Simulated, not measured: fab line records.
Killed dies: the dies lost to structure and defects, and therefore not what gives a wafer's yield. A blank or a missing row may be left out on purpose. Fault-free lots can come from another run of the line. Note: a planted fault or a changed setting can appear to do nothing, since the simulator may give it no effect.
Which tool is to blame? || flow gf180mcu || 12 lots, 36 wafers sampled, at 5 steps of a route of 602

== WHAT THE GAUGES READ, wafer by wafer ==
GF_V3_RS_MEAS_24: measures by four-point-probe.
{"lot": "L075", "measured": "day 22 22:34", "on": "film_metro-02", "V3_W_RS (ohm/sq)": "0.333 0.330 0.331"}
{"lot": "L077", "measured": "day 23 17:01", "on": "film_metro-02", "V3_W_RS (ohm/sq)": "0.333 0.336 0.331"}
{"lot": "L079", "measured": "day 24 12:33", "on": "film_metro-03", "V3_W_RS (ohm/sq)": "0.326 0.324 0.328"}
{"lot": "L081", "measured": "day 25 05:04", "on": "film_metro-04", "V3_W_RS (ohm/sq)": "0.323 0.331 0.329"}
{"lot": "L083", "measured": "day 25 19:35", "on": "film_metro-04", "V3_W_RS (ohm/sq)": "0.325 0.332 0.325"}
{"lot": "L085", "measured": "day 26 11:58", "on": "film_metro-04", "V3_W_RS (ohm/sq)": "0.331 0.330 0.327"}
{"lot": "L087", "measured": "day 27 06:46", "on": "film_metro-03", "V3_W_RS (ohm/sq)": "0.325 0.331 0.324"}
{"lot": "L089", "measured": "day 27 17:02", "on": "film_metro-03", "V3_W_RS (ohm/sq)": "0.327 0.329 0.322"}
{"lot": "L091", "measured": "day 28 12:09", "on": "film_metro-02", "V3_W_RS (ohm/sq)": "0.327 0.325 0.332"}
{"lot": "L093", "measured": "day 28 18:59", "on": "film_metro-03", "V3_W_RS (ohm/sq)": "0.331 0.328 0.327"}
{"lot": "L095", "measured": "day 29 10:43", "on": "film_metro-03", "V3_W_RS (ohm/sq)": "0.327 0.329 0.331"}
{"lot": "L097", "measured": "day 30 04:30", "on": "film_metro-02", "V3_W_RS (ohm/sq)": "0.328 0.329 0.327"}

== WHICH TOOL RAN EACH LOT (tool, then ch and the chambers of the sampled wafers, then the start) ==
{"lot": "L075", "GF_M2_SPUTTER_04": "pvd_sputter-02, day 18 15:44", "GF_M3_STRIP_17": "plasma_asher-03 ch 1, day 21 20:23", "GF_V3_ETCH_16": "rie_diel-01 ch 1,3, day 22 21:38", "GF_V3_CVD_23": "cvd_w-02 ch 0, day 22 22:26"}
{"lot": "L077", "GF_M2_SPUTTER_04": "pvd_sputter-02, day 19 09:43", "GF_M3_STRIP_17": "plasma_asher-04 ch 0,1, day 22 15:21", "GF_V3_ETCH_16": "rie_diel-04 ch 0,2,3, day 23 16:08", "GF_V3_CVD_23": "cvd_w-01 ch 0,1, day 23 16:54"}
{"lot": "L079", "GF_M2_SPUTTER_04": "pvd_sputter-02, day 20 07:53", "GF_M3_STRIP_17": "plasma_asher-03 ch 0,1, day 23 11:37", "GF_V3_ETCH_16": "rie_diel-01 ch 0,2, day 24 11:38", "GF_V3_CVD_23": "cvd_w-02 ch 0,1, day 24 12:26"}
{"lot": "L081", "GF_M2_SPUTTER_04": "pvd_sputter-04, day 21 02:35", "GF_M3_STRIP_17": "plasma_asher-04 ch 0,1, day 24 04:46", "GF_V3_ETCH_16": "rie_diel-04 ch 0,1,3, day 25 04:11", "GF_V3_CVD_23": "cvd_w-01 ch 0,1, day 25 04:57"}
{"lot": "L083", "GF_M2_SPUTTER_04": "pvd_sputter-03, day 21 18:35", "GF_M3_STRIP_17": "plasma_asher-03 ch 0,1, day 24 19:52", "GF_V3_ETCH_16": "rie_diel-04 ch 0,2,3, day 25 18:41", "GF_V3_CVD_23": "cvd_w-02 ch 0,1, day 25 19:27"}
{"lot": "L085", "GF_M2_SPUTTER_04": "pvd_sputter-04, day 22 12:59", "GF_M3_STRIP_17": "plasma_asher-02 ch 0,1, day 25 12:49", "GF_V3_ETCH_16": "rie_diel-04 ch 0,2,3, day 26 11:05", "GF_V3_CVD_23": "cvd_w-02 ch 0,1, day 26 11:51"}
{"lot": "L087", "GF_M2_SPUTTER_04": "pvd_sputter-04, day 23 10:56", "GF_M3_STRIP_17": "plasma_asher-02 ch 0,1, day 26 07:37", "GF_V3_ETCH_16": "rie_diel-03 ch 1,3, day 27 05:50", "GF_V3_CVD_23": "cvd_w-01 ch 0,1, day 27 06:39"}
{"lot": "L089", "GF_M2_SPUTTER_04": "pvd_sputter-02, day 23 22:53", "GF_M3_STRIP_17": "plasma_asher-02 ch 0,1, day 26 19:01", "GF_V3_ETCH_16": "rie_diel-03 ch 0,1,2, day 27 16:02", "GF_V3_CVD_23": "cvd_w-01 ch 0,1, day 27 16:55"}
{"lot": "L091", "GF_M2_SPUTTER_04": "pvd_sputter-03, day 24 14:56", "GF_M3_STRIP_17": "plasma_asher-04 ch 0,1, day 27 10:41", "GF_V3_ETCH_16": "rie_diel-01 ch 0,1,2, day 28 11:17", "GF_V3_CVD_23": "cvd_w-02 ch 0,1, day 28 12:02"}
{"lot": "L093", "GF_M2_SPUTTER_04": "pvd_sputter-04, day 25 06:44", "GF_M3_STRIP_17": "plasma_asher-03 ch 0,1, day 27 23:31", "GF_V3_ETCH_16": "rie_diel-01 ch 1,2,3, day 28 18:00", "GF_V3_CVD_23": "cvd_w-02 ch 0,1, day 28 18:51"}
{"lot": "L095", "GF_M2_SPUTTER_04": "pvd_sputter-04, day 25 18:32", "GF_M3_STRIP_17": "plasma_asher-03 ch 0,1, day 28 13:05", "GF_V3_ETCH_16": "rie_diel-04 ch 0,1,2, day 29 09:50", "GF_V3_CVD_23": "cvd_w-01 ch 0,1, day 29 10:36"}
{"lot": "L097", "GF_M2_SPUTTER_04": "pvd_sputter-04, day 26 14:11", "GF_M3_STRIP_17": "plasma_asher-03 ch 0,1, day 29 07:48", "GF_V3_ETCH_16": "rie_diel-04 ch 0,2,3, day 30 03:35", "GF_V3_CVD_23": "cvd_w-02 ch 1, day 30 04:23"}
- GF_M2_SPUTTER_04: material TiN, target thk 50 nm, time 41.7 s.
- GF_M3_STRIP_17: strips in O2/N2.
- GF_V3_ETCH_16: etches BARC in N2/H2.
- GF_V3_CVD_23: deposits W, target thk 350 nm, time 104.9 s.

== THE ANSWER, worked out from the rows above alone ==
Rule: the usual values come from the lots themselves. Put in order of their means at a reading, lots are off if they are a third of the lots or fewer, leave a main group of 4 or more, and stand apart from it by a gap of 3 or more times the standard deviation of the main group's means; of several such gaps the widest counts. Not used: any main group whose means are identical at the precision the tables above print for the reading. Also off: a lot with no number at a reading for which 4 or more lots have one. Any other lot the step has rows for is counted as sound.
No lot is off on any of the readings shown, so nothing can be concluded from this.

== WHAT THE SIMULATOR PUT IN ==
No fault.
